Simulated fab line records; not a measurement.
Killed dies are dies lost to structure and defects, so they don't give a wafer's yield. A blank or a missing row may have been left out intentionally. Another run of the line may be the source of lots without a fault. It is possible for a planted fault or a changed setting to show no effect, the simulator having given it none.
Comparing a struck lot with a sound one | flow sky130 | 35 out of 708 route steps
Sound: wafers L207.1, L207.4, L207.6. Wafers struck: L196.1, L196.2, L196.4. The cause is given at the end.
For every step that has rows: the tool of each side, followed by ch and its chambers, followed by its first start. Under that, the readings that differ: sound wafers | struck wafers | difference of the means | sigmas: that difference in standard deviations of wafers without a fault.
alike: readings with means less than 2 such deviations apart, plus words and numbers identical on both sides. not compared: withheld readings, readings lacking a value on some wafer, bounds such as >300 that could conceal the same value, and numbers that have no deviation in the record and whose values overlap.
Wherever a step has rows on one side only, a row that says differs or no value, or a row with sigmas, the two part there. Numbers that have no deviation but don't overlap get no sigmas and don't part them. A reading missing from all wafers of one side parts the sides only when that side holds two or more wafers.

first, 9 steps without rows for these wafers: SKY_METAL2_DEVELOP_14 (develop time 60 s); SKY_METAL2_DESCUM_17 (chemistry O2, time 8 s); SKY_METAL2_ETCH_18 (etches BARC in N2/H2, stops on SiO2, time 45.9 s, target depth 60 nm); SKY_METAL2_METAL_ETCH_19 (etches the open film in Cl2/BCl3, stops on SiO2, target depth 360 nm, time 78 s); SKY_METAL2_STRIP_20 (strips in O2/N2); SKY_METAL2_STRIP_21 (strips in post etch residue remover, time 1200 s); SKY_METAL2_CLEAN_22 (cleans in IPA, time 180 s); SKY_METAL2_CLEAN_23 (cleans in O3/DIW); SKY_VIA2_HDPCVD_00 (deposits SiO2, target thk 1180 nm, time 196.7 s).
SKY_VIA2_CMP_02: polishes SiO2.
  sound on cmp-01 ch 0,1,3, day 39 23:45; struck on cmp-01 ch 0,2,3, day 37 01:47
  reading                                  | sound           | struck          | difference | sigmas
  model.SiO2_of_VIA2_HDPCVD_00.thk-nm (nm) | 495.9 496.1 495 | 457 458.3 457.4 | -38        |
  alike: head-pressure-psi, motor-current-A
then, 9 steps without rows for these wafers: SKY_VIA2_DEHYDRATE_04 (time 60 s); SKY_VIA2_HMDS_05 (prime time 60 s); SKY_VIA2_COAT_06 (resist thk 60 nm); SKY_VIA2_COAT_07 (resist thk 450 nm); SKY_VIA2_SOFTBAKE_08 (time 90 s); SKY_VIA2_EXPOSE_09 (exposes mask VIM2, target cd 200 nm); SKY_VIA2_PEB_10; SKY_VIA2_DEVELOP_11 (develop time 60 s); SKY_VIA2_ETCH_14 (etches BARC in N2/H2, stops on SiO2, time 45.9 s, target depth 60 nm).
SKY_VIA2_ETCH_15: etches SiO2 in C4F8/O2/Ar, stops on TiN, target depth 546 nm, time 84 s.
  sound on rie-diel-02 ch 0,3, day 41 00:46; struck on rie-diel-04 ch 0,2,3, day 38 03:55
  reading                          | sound             | struck            | difference | sigmas
  oes-product-au (a.u.)            | 0.943 0.938 0.939 | 0.901 0.897 0.889 | -0.044     | -9
  model.etch.depth-nm (nm)         | 495.9 496.1 495   | 457 458.3 457.4   | -38        |
  model.VIA2.feature-depth-nm (nm) | 495.9 496.1 495   | 457 458.3 457.4   | -38        |
  alike: bias-w, chamber-pressure-mTorr
  not compared: rf-hours-counter-h
then, 13 steps without rows for these wafers: SKY_VIA2_STRIP_16 (strips in O2/N2); SKY_VIA2_STRIP_17 (strips in post etch residue remover, time 1200 s); SKY_VIA2_CLEAN_18 (cleans in IPA, time 180 s); SKY_VIA2_CLEAN_19 (cleans in O3/DIW); SKY_VIA2_SPUTTER_20 (material TiN, target thk 20 nm, time 80 s); SKY_VIA2_CVD_21 (deposits W, target thk 420 nm, time 126.4 s); SKY_VIA2_CMP_24 (polishes, stops on SiO2, t overpolish 20 s, target thk 0 nm); SKY_METAL3_SPUTTER_00 (material Ti, target thk 15 nm, time 10 s); SKY_METAL3_SPUTTER_01 (material TiN, target thk 20 nm, time 16.7 s); SKY_METAL3_SPUTTER_02 (material AlCu, target thk 735 nm, time 39.1 s); SKY_METAL3_SPUTTER_03 (material Ti, target thk 5 nm, time 3.3 s); SKY_METAL3_SPUTTER_04 (material TiN, target thk 70 nm, time 58.3 s); SKY_CAPM_CVD_00 (deposits SiO2, target thk 15.5 nm).
-- the record jumps here: 2 days lie between the struck wafers' starts before and after (it left off in module CAPM and takes up again in module METAL3, whose first step shown is number 532 of the route) --
SKY_METAL3_METAL_ETCH_18: etches the open film in Cl2/BCl3, stops on SiO2, target depth 845 nm, time 183.1 s.
  sound on rie-metal-04 ch 0,1, day 43 02:49; struck on rie-metal-04 ch 1, day 40 08:18
  reading                                  | sound         | struck          | difference | sigmas
  model.SiO2_of_VIA2_HDPCVD_00.thk-nm (nm) | 467 466.9 466 | 427.8 429 427.9 | -38.4      |
  alike: bias-w, chamber-pressure-mTorr, drypump-motor-current-A, oes-product-au, throttle-valve-pct
  not compared: rf-hours-counter-h
-- the record jumps here: 7 days lie between the struck wafers' starts before and after (it left off in module METAL3 and takes up again in module PAD_OPEN, whose first step shown is number 708 of the route) --
SKY_PAD_OPEN_PROBE_99:
  sound: prober-01 at day 49 10:32; struck: prober-02 at day 47 06:45
  reading      | sound    | struck | difference | sigmas
  killed-short | 45 43 42 | 30     | -13        | -2
  alike: defect-limited-yield, killed_at_M0_to_M3, killed_at_M4_up, killed-at-contacts, killed-at-front-end, killed-at-other, killed-dies, killed-open, sort_bin_3_pad_short, sort_bin_5_function, sort_bin_6_memory, sort-n-pass, sort-yield-pct

WHERE THEY PART
Earliest at SKY_VIA2_ETCH_15; latest, in this record, at SKY_PAD_OPEN_PROBE_99.

WHY: whatever the simulator had introduced
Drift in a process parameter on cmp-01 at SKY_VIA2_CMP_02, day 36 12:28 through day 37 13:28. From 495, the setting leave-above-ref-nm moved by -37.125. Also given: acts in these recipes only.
